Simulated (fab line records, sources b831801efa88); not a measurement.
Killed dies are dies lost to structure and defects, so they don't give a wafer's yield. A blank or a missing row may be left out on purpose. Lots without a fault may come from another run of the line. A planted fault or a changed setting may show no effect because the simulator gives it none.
A struck lot beside a sound one | flow sky130 | 17 steps out of a route of 708
Sound: wafers L723.2, L723.4, L723.6. Struck: wafers L720.2, L720.4, L720.5. The cause comes at the end.
At each step with rows: each side's tool, then ch and its chambers, then its first start. Under that, the readings that differ: sound wafers | struck wafers | difference of the means | sigmas: that difference in standard deviations of wafers without a fault.
alike: readings whose means differ by less than 2 such deviations, and words and numbers that are the same on both sides. not compared: withheld readings, readings that some wafer has no value for, bounds like >300 that may hide the same value, and numbers for which the record gives no deviation and whose values overlap.
The two part at a step that has a row with sigmas, a row that says differs or no value, or rows on one side only. Numbers that don't overlap but have no deviation are shown without sigmas and don't part them. A reading that every wafer of one side lacks parts them only if that side has two wafers or more.

SKY_LDD_P_OVL_MEAS_08:
  sound on overlay-01, day 25 11:16; struck on overlay-01, day 23 13:16
  alike: LDD_P_OVL
then, 1 step without rows for these wafers: SKY_LDD_P_IMPLANT_09.
SKY_LDD_P_STRIP_10: strips in O2/N2.
  sound on plasma_asher-02 ch 0,1, day 25 11:27; struck on plasma_asher-01 ch 0, day 23 13:26
  alike: drypump_motor_current_A, oes_product_au, strip_time_to_endpoint_s
  not compared: rf_hours_counter_h
SKY_LDD_P_TW_MEAS_11:
  sound on film_metro-03, day 25 11:34; struck on film_metro-02, day 23 13:33
  alike: LDD_P_TW
then, 7 steps without rows for these wafers: SKY_LDD_HVN_DEHYDRATE_00 (time 60 s); SKY_LDD_HVN_HMDS_01 (prime time 60 s); SKY_LDD_HVN_COAT_02 (resist thk 300 nm); SKY_LDD_HVN_SOFTBAKE_03 (time 60 s); SKY_LDD_HVN_EXPOSE_04 (exposes mask HVNTM, target cd 700 nm); SKY_LDD_HVN_PEB_05; SKY_LDD_HVN_DEVELOP_06 (develop time 60 s).
SKY_LDD_HVN_OVL_MEAS_07:
  sound on overlay-01, day 26 16:39; struck on overlay-02, day 24 18:00
  alike: LDD_HVN_OVL
SKY_LDD_HVN_IMPLANT_08:
  sound on implanter-01 ch 0, day 26 16:42; struck on implanter-03 ch 0, day 24 18:22
SKY_LDD_HVN_STRIP_09: strips in O2/N2.
  sound on plasma_asher-04 ch 0,1, day 26 16:50; struck on plasma_asher-04 ch 0, day 24 18:29
  alike: drypump_motor_current_A, oes_product_au, strip_time_to_endpoint_s
  not compared: rf_hours_counter_h
SKY_LDD_HVN_TW_MEAS_10:
  sound on film_metro-02, day 26 16:56; struck on film_metro-03, day 24 18:50
  reading    | sound          | struck         | difference | sigmas
  LDD_HVN_TW | 1442 1449 1447 | 1770 1766 1766 | +321       | +23
then, 1 step without rows for these wafers: SKY_LDD_HVP_DEHYDRATE_00 (time 60 s).
-- the record jumps here: 24 days lie between the struck wafers' starts before and after (it left off in module LDD_HVP and takes up again in module PAD_OPEN, whose first step shown is number 708 of the route) --
SKY_PAD_OPEN_PROBE_99:
  sound on prober-02, day 49 13:29; struck on prober-02, day 48 11:11
  reading                                | sound             | struck            | difference | sigmas
  killed_at_M0_to_M3                     | 42 49 36          | 58 58 55          | +15        | +2
  killed_open                            | 40 43 42          | 63 49 57          | +15        | +2
  model.etest.tip_n_5v.rs_ohm_sq         | 1399 1401 1402    | 843.2 840.4 845.7 | -557.6     |
  model.etest.nfet_g5v0d10v5.r_on_ohm_um | 1918 1899 1918    | 1737 1723 1741    | -178       |
  model.etest.nfet_g5v0d10v5.drive_ua_um | 583.2 595.7 598.1 | 649.5 653.5 647.8 | +57.9      |
  model.etest.nfet_05v0_nvt.drive_ua_um  | 560.5 567 566.6   | 589.5 594.7 596   | +28.7      |
  model.etest.res_ndiff_hv.rs_ohm_sq     | 114.7 114.1 114   | 110.7 110.4 110.5 | -3.7       |
  alike: killed_at_M4_up, killed_at_contacts, killed_at_front_end, killed_at_other, killed_dies, killed_short
  not compared: model.etest.tip_n_5v.rs_ohm_sq_range, model.etest.ring_5v.delay_ps, model.etest.nfet_05v0_nvt.off_log10_a_um

WHERE THEY PART
First at SKY_LDD_HVN_TW_MEAS_10; last, within this record, at SKY_PAD_OPEN_PROBE_99.

WHY: what the simulator had put in
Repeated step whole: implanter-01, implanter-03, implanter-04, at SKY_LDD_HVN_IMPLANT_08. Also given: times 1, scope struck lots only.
